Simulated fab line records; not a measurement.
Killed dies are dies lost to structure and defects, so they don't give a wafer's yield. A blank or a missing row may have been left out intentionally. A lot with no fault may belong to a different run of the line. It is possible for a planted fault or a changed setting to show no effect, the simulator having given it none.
Chamber matching || flow sfqLine || SFQ_TRILAYER_I7_CMP_CMP_184 on cmp-02 has 4 sister chambers
The step polishes SiO2. 18 wafers are shown with their chamber, then 9 later ones without.

== EACH WAFER AND ITS CHAMBER ==
{"wafer": "L900.3", "chamber": 0, "motorCurrentA (A)": 11.0, "headPressurePsi (psi)": 3.000, "timeToEndpointS (s)": 203}
{"wafer": "L900.4", "chamber": 3, "motorCurrentA (A)": 9.9, "headPressurePsi (psi)": 3.002, "timeToEndpointS (s)": 199}
{"wafer": "L900.5", "chamber": 3, "motorCurrentA (A)": 9.9, "headPressurePsi (psi)": 3.002, "timeToEndpointS (s)": 201}
{"wafer": "L902.1", "chamber": 2, "motorCurrentA (A)": 9.8, "headPressurePsi (psi)": 2.997, "timeToEndpointS (s)": 203}
{"wafer": "L902.5", "chamber": 1, "motorCurrentA (A)": 8.9, "headPressurePsi (psi)": 3.004, "timeToEndpointS (s)": 216}
{"wafer": "L902.6", "chamber": 0, "motorCurrentA (A)": 11.0, "headPressurePsi (psi)": 2.990, "timeToEndpointS (s)": 206}
{"wafer": "L907.1", "chamber": 3, "motorCurrentA (A)": 9.9, "headPressurePsi (psi)": 2.983, "timeToEndpointS (s)": 206}
{"wafer": "L907.2", "chamber": 1, "motorCurrentA (A)": 8.8, "headPressurePsi (psi)": 2.997, "timeToEndpointS (s)": 211}
{"wafer": "L907.4", "chamber": 2, "motorCurrentA (A)": 10.1, "headPressurePsi (psi)": 2.998, "timeToEndpointS (s)": 220}
{"wafer": "L911.2", "chamber": 1, "motorCurrentA (A)": 9.1, "headPressurePsi (psi)": 3.004, "timeToEndpointS (s)": 222}
{"wafer": "L911.3", "chamber": 2, "motorCurrentA (A)": 9.5, "headPressurePsi (psi)": 2.997, "timeToEndpointS (s)": 216}
{"wafer": "L911.6", "chamber": 2, "motorCurrentA (A)": 9.4, "headPressurePsi (psi)": 3.000, "timeToEndpointS (s)": 216}
{"wafer": "L912.1", "chamber": 3, "motorCurrentA (A)": 10.0, "headPressurePsi (psi)": 3.009, "timeToEndpointS (s)": 208}
{"wafer": "L912.3", "chamber": 2, "motorCurrentA (A)": 9.6, "headPressurePsi (psi)": 2.998, "timeToEndpointS (s)": 220}
{"wafer": "L912.4", "chamber": 0, "motorCurrentA (A)": 10.5, "headPressurePsi (psi)": 2.991, "timeToEndpointS (s)": 216}
{"wafer": "L914.3", "chamber": 0, "motorCurrentA (A)": 10.7, "headPressurePsi (psi)": 2.995, "timeToEndpointS (s)": 218}
{"wafer": "L914.4", "chamber": 3, "motorCurrentA (A)": 10.4, "headPressurePsi (psi)": 2.999, "timeToEndpointS (s)": 227}
{"wafer": "L914.6", "chamber": 2, "motorCurrentA (A)": 9.6, "headPressurePsi (psi)": 3.002, "timeToEndpointS (s)": 224}

SIGNATURES (means of the wafers above)
{"reading": "motorCurrentA", "chamber 0": 10.800, "chamber 1": 8.933, "chamber 2": 9.667, "chamber 3": 10.020, "scatter within a chamber": 0.228}
{"reading": "headPressurePsi", "chamber 0": 2.99400, "chamber 1": 3.00167, "chamber 2": 2.99867, "chamber 3": 2.99900, "scatter within a chamber": 0.0059}
{"reading": "timeToEndpointS", "chamber 0": 210.75, "chamber 1": 216.33, "chamber 2": 216.50, "chamber 3": 208.20, "scatter within a chamber": 8.37}
Rule: a wafer's distance from a chamber is the root of the sum, over the readings, of the square of ((its reading less the chamber's mean) divided by the reading's scatter). If the next closest chamber is less than 2 further off than the closest, the wafer can't be placed; otherwise it belongs to the closest. The scatter: take each reading less its chamber's mean, square it, sum over the shown wafers, divide by the number of wafers less the number of chambers, and take the root.

== WAFERS WHOSE CHAMBER IS MISSING ==
{"wafer": "L916.1", "motorCurrentA (A)": 9.8, "headPressurePsi (psi)": 2.998, "timeToEndpointS (s)": 218}
{"wafer": "L916.5", "motorCurrentA (A)": 10.5, "headPressurePsi (psi)": 3.002, "timeToEndpointS (s)": 228}
{"wafer": "L916.6", "motorCurrentA (A)": 9.0, "headPressurePsi (psi)": 3.007, "timeToEndpointS (s)": 226}
{"wafer": "L920.2", "motorCurrentA (A)": 9.8, "headPressurePsi (psi)": 2.999, "timeToEndpointS (s)": 211}
{"wafer": "L920.1", "motorCurrentA (A)": 10.1, "headPressurePsi (psi)": 3.013, "timeToEndpointS (s)": 221}
{"wafer": "L920.3", "motorCurrentA (A)": 8.9, "headPressurePsi (psi)": 2.994, "timeToEndpointS (s)": 216}
{"wafer": "L921.1", "motorCurrentA (A)": 8.7, "headPressurePsi (psi)": 3.004, "timeToEndpointS (s)": 218}
{"wafer": "L921.4", "motorCurrentA (A)": 9.6, "headPressurePsi (psi)": 2.996, "timeToEndpointS (s)": 228}
{"wafer": "L921.5", "motorCurrentA (A)": 9.3, "headPressurePsi (psi)": 3.003, "timeToEndpointS (s)": 223}

== CHAMBER TAKEN BY EACH ==
{"wafer": "L916.1", "from the rows above": "can't be placed: 2 or 3", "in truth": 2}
{"wafer": "L916.5", "from the rows above": "can't be placed: 0 or 3 or 2", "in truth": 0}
{"wafer": "L916.6", "from the rows above": "can't be placed: 1 or 2", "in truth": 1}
{"wafer": "L920.2", "from the rows above": "can't be placed: 2 or 3", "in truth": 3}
{"wafer": "L920.1", "from the rows above": "can't be placed: 3 or 2 or 0", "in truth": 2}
{"wafer": "L920.3", "from the rows above": 1, "in truth": 1}
{"wafer": "L921.1", "from the rows above": 1, "in truth": 1}
{"wafer": "L921.4", "from the rows above": "can't be placed: 2 or 3 or 1", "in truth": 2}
{"wafer": "L921.5", "from the rows above": "can't be placed: 1 or 2 or 3", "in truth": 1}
Correctly placed: 2 of 9. Can't be placed from these rows: 7 (the true chamber is among the candidates in 7). Wrongly placed: 0.
